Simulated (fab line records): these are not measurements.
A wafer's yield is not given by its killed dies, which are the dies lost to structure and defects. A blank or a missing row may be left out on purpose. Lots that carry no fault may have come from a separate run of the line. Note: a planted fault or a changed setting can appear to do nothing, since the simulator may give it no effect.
The tool behind it: which one?	flow gf180mcu	Sampling: 12 lots, 34 wafers, 6 of 602 route steps

== WHAT THE GAUGES READ, wafer by wafer ==
GF_V1_THK_MEAS_03. Usual: for V1_CVD_02_THK the level is 848 nm and the standard deviation is 11.
lot	measured	on	V1_CVD_02_THK (nm)	flag
L803	day 16 23:04	film metro-04	841 850 855	
L804	day 17 06:34	film metro-02	839 837 852	
L806	day 18 12:10	film metro-01	855 861 863	
L807	day 18 16:32	film metro-02	841 838 848	
L812	day 20 08:30	film metro-04	859 856	
L815	day 21 18:53	film metro-02	868 836	
L818	day 22 20:26	film metro-02	830 832 853	
L822	day 23 22:24	film metro-04	845 845 854	
L823	day 24 04:40	film metro-01	848 853 860	
L824	day 24 14:43	film metro-04	841 855 850	
L825	day 24 23:32	film metro-01	852 873 852	
L826	day 25 01:14	film metro-01	858 859 871	

GF_V2_THK_MEAS_03. Usual: for V2_CVD_02_THK the level is 851 nm and the standard deviation is 12.
lot	measured	on	V2_CVD_02_THK (nm)	flag
L803	day 19 00:37	film metro-02	838 852 880	
L804	day 19 09:01	film metro-03	831 856 873	
L806	day 20 16:01	film metro-02	842 845 871	
L807	day 20 20:19	film metro-01	845 842 864	
L812	day 22 13:11	film metro-02	773 791 774 791	OFF
L815	day 23 19:35	film metro-02	776 791 775 791	OFF
L818	day 24 19:39	film metro-01	838 836 854	
L822	day 25 20:28	film metro-01	849 846 843	
L823	day 26 03:02	film metro-01	851 840 849	
L824	day 26 12:38	film metro-02	834 857 861	
L825	day 26 21:34	film metro-03	846 860 870	
L826	day 26 22:44	film metro-02	853 857 860	

GF_V2_OVL_MEAS_15. Usual: for V2_OVL the level is 0 nm and the standard deviation is 4.9.
lot	measured	on	V2_OVL (nm)	flag
L803	day 20 01:34	overlay-02	-7 -8 -4	
L804	day 20 09:49	overlay-01	7 9 10	
L806	day 21 17:33	overlay-01	-7 5 -4	
L807	day 21 20:19	overlay-01	-1 4 0	
L812	day 23 11:59	overlay-02	9 6	
L815	day 24 17:38	overlay-02	0 2	
L818	day 25 17:41	overlay-01	-4 1 1	
L822	day 26 17:55	overlay-02	-9 -7 -12	
L823	day 26 23:52	overlay-02	3 4 4	
L824	day 27 09:49	overlay-01	1 1 -4	
L825	day 27 18:31	overlay-01	4 1 3	
L826	day 27 19:37	overlay-01	-11 0 -7	

== TOOL THAT RAN EACH LOT (tool first, then ch and the chambers of the sampled wafers, then the start) ==
lot	GF_V1_CMP_04	GF_V2_CVD_02	GF_V2_CMP_04
L803	cmp-02 ch 1,2, day 16 23:07	pecvd-04 ch 1,2, day 19 00:32	cmp-01 ch 0,1,3, day 19 00:46
L804	cmp-01 ch 1,3, day 17 06:37	pecvd-01 ch 0,1, day 19 08:56	cmp-02 ch 0,1,2, day 19 09:04
L806	cmp-01 ch 0,1,3, day 18 12:13	pecvd-01 ch 0,1, day 20 15:57	cmp-01 ch 0,1,3, day 20 17:20
L807	cmp-02 ch 0,2,3, day 18 16:35	pecvd-02 ch 0,1,2, day 20 20:14	cmp-02 ch 0,1,3, day 20 20:25
L812	cmp-02 ch 0,3, day 20 08:43	pecvd-04 ch 1,2, day 22 13:07	cmp-02 ch 2,3, day 22 22:53
L815	cmp-01 ch 0,1, day 21 19:07	pecvd-04 ch 0,1, day 23 19:31	cmp-02 ch 2,3, day 23 22:05
L818	cmp-01 ch 0,2,3, day 22 20:53	pecvd-02 ch 0,2, day 24 19:34	cmp-02 ch 1,2,3, day 24 19:42
L822	cmp-02 ch 0,1,2, day 23 22:30	pecvd-01 ch 0,1,2, day 25 20:23	cmp-01 ch 0,1,2, day 25 20:31
L823	cmp-02 ch 2,3, day 24 04:43	pecvd-01 ch 0,1, day 26 02:58	cmp-02 ch 1,3, day 26 03:08
L824	cmp-02 ch 1,2, day 24 14:49	pecvd-01 ch 0,1,2, day 26 12:34	cmp-01 ch 0,1,2, day 26 12:48
L825	cmp-02 ch 1,2, day 25 00:14	pecvd-04 ch 0,1,2, day 26 21:29	cmp-02 ch 0,1,3, day 26 21:40
L826	cmp-01 ch 1,2, day 25 01:17	pecvd-04 ch 0,2, day 26 22:40	cmp-02 ch 2,3, day 26 22:47
- GF_V1_CMP_04: polishes SiO2.
- GF_V2_CVD_02: deposits SiO2 from TEOS, target thk 850 nm, time 94.851 s.
- GF_V2_CMP_04: polishes SiO2.

== AS READ BY THE TOOLS THEMSELVES (means over the sampled wafers that have a number; for cases with no such wafer, the mark the record gives instead) ==
GF_V1_CMP_04. Usual: motor current A 11.9 A, standard deviation 1.4; time to endpoint s 78 s, standard deviation 5.7.
lot	tool	motor current A (A)	time to endpoint s (s)	flag
L803	cmp-02	11.3	76	
L804	cmp-01	13.6	80	
L806	cmp-01	12.8	86	
L807	cmp-02	12.4	70	
L812	cmp-02	12.6	76	
L815	cmp-01	13.2	84	
L818	cmp-01	11.2	74	
L822	cmp-02	11.4	80	
L823	cmp-02	12.9	81	
L824	cmp-02	11.1	81	
L825	cmp-02	10.9	82	
L826	cmp-01	13.4	82	

GF_V2_CVD_02. Usual: 673 W for heater power w, sd 150.
lot	tool	heater power w (W)	flag
L803	pecvd-04	639	
L804	pecvd-01	620	
L806	pecvd-01	753	
L807	pecvd-02	683	
L812	pecvd-04	604	
L815	pecvd-04	684	
L818	pecvd-02	751	
L822	pecvd-01	660	
L823	pecvd-01	728	
L824	pecvd-01	665	
L825	pecvd-04	644	
L826	pecvd-04	694	

GF_V2_CMP_04. Usual: motor current A 12.0 A, standard deviation 1.4; time to endpoint s 80 s, standard deviation 5.5.
lot	tool	motor current A (A)	time to endpoint s (s)	flag
L803	cmp-01	12.8	81	
L804	cmp-02	11.8	76	
L806	cmp-01	12.6	83	
L807	cmp-02	12.3	74	
L812	cmp-02	12.2	50	OFF
L815	cmp-02	12.4	52	OFF
L818	cmp-02	12.0	75	
L822	cmp-01	11.9	78	
L823	cmp-02	12.2	81	
L824	cmp-01	11.6	81	
L825	cmp-02	12.4	83	
L826	cmp-02	12.5	84	

== THE ANSWER, worked out from the rows above alone ==
Rule: take the mean of a lot's wafers that have a number; if it is more than 3 standard deviations from the usual mean, the lot is off. A lot without any number at a reading at which 4 lots or more have one is off too. The other lots that the step has rows for count as sound. After the gauges, taken in route order, come the tools' own readings; for these a lot's mean is taken, as printed above. At the first step where some lot is off, the reading lying furthest off is the one used; lots without a number count as furthest.
Off: L812, L815, seen at GF_V2_THK_MEAS_03 (V2_CVD_02_THK).
A tool fits if, at a process step before that reading, it ran every lot that is off, and no sound lot after the first of them. Not tried: the gauges at GF_V2_THK_MEAS_03; whatever is off there is also off at GF_V2_CMP_04, on other tools, and gauge error can't account for it. Not one of the candidates tried fits.

== WHAT THE SIMULATOR HAD INSERTED ==
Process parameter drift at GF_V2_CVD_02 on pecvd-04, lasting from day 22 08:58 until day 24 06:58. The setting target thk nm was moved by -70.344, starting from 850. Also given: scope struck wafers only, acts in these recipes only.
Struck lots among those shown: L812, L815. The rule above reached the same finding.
